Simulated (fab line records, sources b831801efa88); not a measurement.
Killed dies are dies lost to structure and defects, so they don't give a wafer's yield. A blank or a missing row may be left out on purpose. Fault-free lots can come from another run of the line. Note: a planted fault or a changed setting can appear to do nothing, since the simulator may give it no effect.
A sampling plan put to the test + flow gf180mcu + one line in one fab, 17 faults in these records, each fault weighed on the records of the lots it struck
What counts as the plan is the set of the line's own looks, namely the steps on the route at which a gauge or an inspection reads a wafer and does not change it. A look is open to judgement when struck wafers have a number at it and the file gives its usual mean and standard deviation on fault-free wafers. Caught: a look later than the fault's first step finds the struck wafers' mean 4 or more of those standard deviations (sigma) from the usual mean. On the tool: the identical test, applied to the tool's own readings at the steps of the fault. A different recipe on the struck wafers counts as caught too, as does a record blank only for those wafers.

## THE FAULTS, as the simulator had put them in
1. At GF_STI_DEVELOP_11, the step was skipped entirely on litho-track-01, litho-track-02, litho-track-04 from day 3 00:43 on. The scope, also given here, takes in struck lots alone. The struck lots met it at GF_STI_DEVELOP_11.
2. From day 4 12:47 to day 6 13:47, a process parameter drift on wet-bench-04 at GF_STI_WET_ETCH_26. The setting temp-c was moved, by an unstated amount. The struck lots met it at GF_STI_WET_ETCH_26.
3. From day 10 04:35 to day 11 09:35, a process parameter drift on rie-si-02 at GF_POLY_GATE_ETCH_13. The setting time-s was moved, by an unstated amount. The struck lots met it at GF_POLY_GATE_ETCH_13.
4. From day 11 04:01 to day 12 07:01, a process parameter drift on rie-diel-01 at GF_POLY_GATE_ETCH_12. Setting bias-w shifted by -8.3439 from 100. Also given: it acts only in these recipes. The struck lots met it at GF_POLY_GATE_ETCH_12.
5. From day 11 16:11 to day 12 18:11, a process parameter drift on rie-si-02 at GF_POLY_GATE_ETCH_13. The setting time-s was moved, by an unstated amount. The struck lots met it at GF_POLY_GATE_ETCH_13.
6. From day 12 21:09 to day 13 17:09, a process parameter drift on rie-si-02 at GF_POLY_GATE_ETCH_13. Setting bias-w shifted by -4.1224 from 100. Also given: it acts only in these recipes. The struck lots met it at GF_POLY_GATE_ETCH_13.
7. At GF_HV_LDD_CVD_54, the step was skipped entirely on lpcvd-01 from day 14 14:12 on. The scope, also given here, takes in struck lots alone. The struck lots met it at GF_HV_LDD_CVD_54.
8. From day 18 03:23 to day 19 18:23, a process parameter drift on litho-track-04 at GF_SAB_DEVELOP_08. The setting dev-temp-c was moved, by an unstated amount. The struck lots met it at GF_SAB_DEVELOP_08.
9. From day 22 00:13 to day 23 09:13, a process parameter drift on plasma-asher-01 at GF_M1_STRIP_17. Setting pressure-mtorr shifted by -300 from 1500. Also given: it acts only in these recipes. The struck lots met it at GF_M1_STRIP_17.
10. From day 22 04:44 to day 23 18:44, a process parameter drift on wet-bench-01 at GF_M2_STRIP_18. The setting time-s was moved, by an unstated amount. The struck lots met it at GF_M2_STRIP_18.
11. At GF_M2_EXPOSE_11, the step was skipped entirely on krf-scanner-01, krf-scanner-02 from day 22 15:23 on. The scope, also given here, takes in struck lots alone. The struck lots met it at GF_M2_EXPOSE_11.
12. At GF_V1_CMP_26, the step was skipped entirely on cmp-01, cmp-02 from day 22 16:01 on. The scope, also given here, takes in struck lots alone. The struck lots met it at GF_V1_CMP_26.
13. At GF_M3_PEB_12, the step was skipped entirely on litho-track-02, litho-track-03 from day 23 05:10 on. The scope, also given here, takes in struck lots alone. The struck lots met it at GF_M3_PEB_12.
14. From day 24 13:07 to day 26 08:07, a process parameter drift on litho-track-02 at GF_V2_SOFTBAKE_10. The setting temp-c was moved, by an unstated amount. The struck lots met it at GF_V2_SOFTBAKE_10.
15. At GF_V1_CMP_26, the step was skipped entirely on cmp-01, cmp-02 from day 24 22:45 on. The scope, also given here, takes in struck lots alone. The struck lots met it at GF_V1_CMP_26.
16. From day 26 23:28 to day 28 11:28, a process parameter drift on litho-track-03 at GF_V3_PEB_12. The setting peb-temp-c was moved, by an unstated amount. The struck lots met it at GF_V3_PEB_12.
17. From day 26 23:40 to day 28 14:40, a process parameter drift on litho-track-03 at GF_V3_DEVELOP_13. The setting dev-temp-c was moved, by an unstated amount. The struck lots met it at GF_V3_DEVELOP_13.

## WHAT THE PLAN SAW
| fault | on the tool itself                               | first look that catches it                      | reading, sigma | median hours from its first step to that look | hours from the fault's start to the first struck lot there | judged looks passed uncaught |
|-------|--------------------------------------------------|-------------------------------------------------|----------------|-----------------------------------------------|------------------------------------------------------------|------------------------------|
| 1     | the tool's record is blank for the struck wafers | no look after it can be judged                  | -              | -                                             | -                                                          | 0                            |
| 2     | temp-c +9.5 sigma                                | none of the 2 looks that can be judged after it | -              | -                                             | -                                                          | 2                            |
| 3     | run-length-s -19 sigma                           | not the one look that can be judged after it    | -              | -                                             | -                                                          | 1                            |
| 4     | bias-w -26 sigma                                 | not the one look that can be judged after it    | -              | -                                             | -                                                          | 1                            |
| 5     | run-length-s -44 sigma                           | not the one look that can be judged after it    | -              | -                                             | -                                                          | 1                            |
| 6     | bias-w -13 sigma                                 | not the one look that can be judged after it    | -              | -                                             | -                                                          | 1                            |
| 7     | the tool's record is blank for the struck wafers | no look after it can be judged                  | -              | -                                             | -                                                          | 0                            |
| 8     | developer-temp-C -20 sigma                       | not the one look that can be judged after it    | -              | -                                             | -                                                          | 1                            |
| 9     | chamber-pressure-mTorr -43 sigma                 | no look after it can be judged                  | -              | -                                             | -                                                          | 0                            |
| 10    | run-length-s -12 sigma                           | no look after it can be judged                  | -              | -                                             | -                                                          | 0                            |
| 11    | no reading that can be judged                    | no look after it can be judged                  | -              | -                                             | -                                                          | 0                            |
| 12    | the tool's record is blank for the struck wafers | no look after it can be judged                  | -              | -                                             | -                                                          | 0                            |
| 13    | the tool's record is blank for the struck wafers | no look after it can be judged                  | -              | -                                             | -                                                          | 0                            |
| 14    | plate-sensor-t-centre-C +99 or beyond sigma      | GF_V2_CD_MEAS_14                                | cd-nm +13      | 11.1                                          | 14                                                         | 0                            |
| 15    | the tool's record is blank for the struck wafers | no look after it can be judged                  | -              | -                                             | -                                                          | 0                            |
| 16    | heater-power-total-W +7.1 sigma                  | not the one look that can be judged after it    | -              | -                                             | -                                                          | 1                            |
| 17    | developer-temp-C -8.1 sigma                      | not the one look that can be judged after it    | -              | -                                             | -                                                          | 1                            |
Dash: fault not caught, or number not given in these records.

Caught at a look: 1 of 17. Caught on the tool: 16 of 17. By one or the other: 16 of 17.
Caught on the tool alone: faults 1, 2, 3, 4, 5, 6, 7, 8, 9, 10, 12, 13, 15, 16, 17.
Caught by neither: fault 11.

## THINNER SAMPLING
Were the look that catches a fault to measure just every second or every third lot (counted by lot number), the first struck lot would, at worst, be measured this late:
| fault | struck lots at that look, in order of time | every lot | every second lot | every third lot |
|-------|--------------------------------------------|-----------|------------------|-----------------|
| 14    | L324, L325                                 | 14 h      | 19 h             | may miss all 2  |
Hours are from the fault's start to the first struck lot that is measured. The test against the limit of 4 sigma pooled every struck wafer, which means one lot taken alone may stay below that limit. Other struck lots may not be in these records.

## THE LONGEST TIMED WAY FROM STEP TO LOOK
For fault 14, GF_V2_SOFTBAKE_10 and GF_V2_CD_MEAS_14 are separated by a median of 11.1 hours. No look between them can be judged.
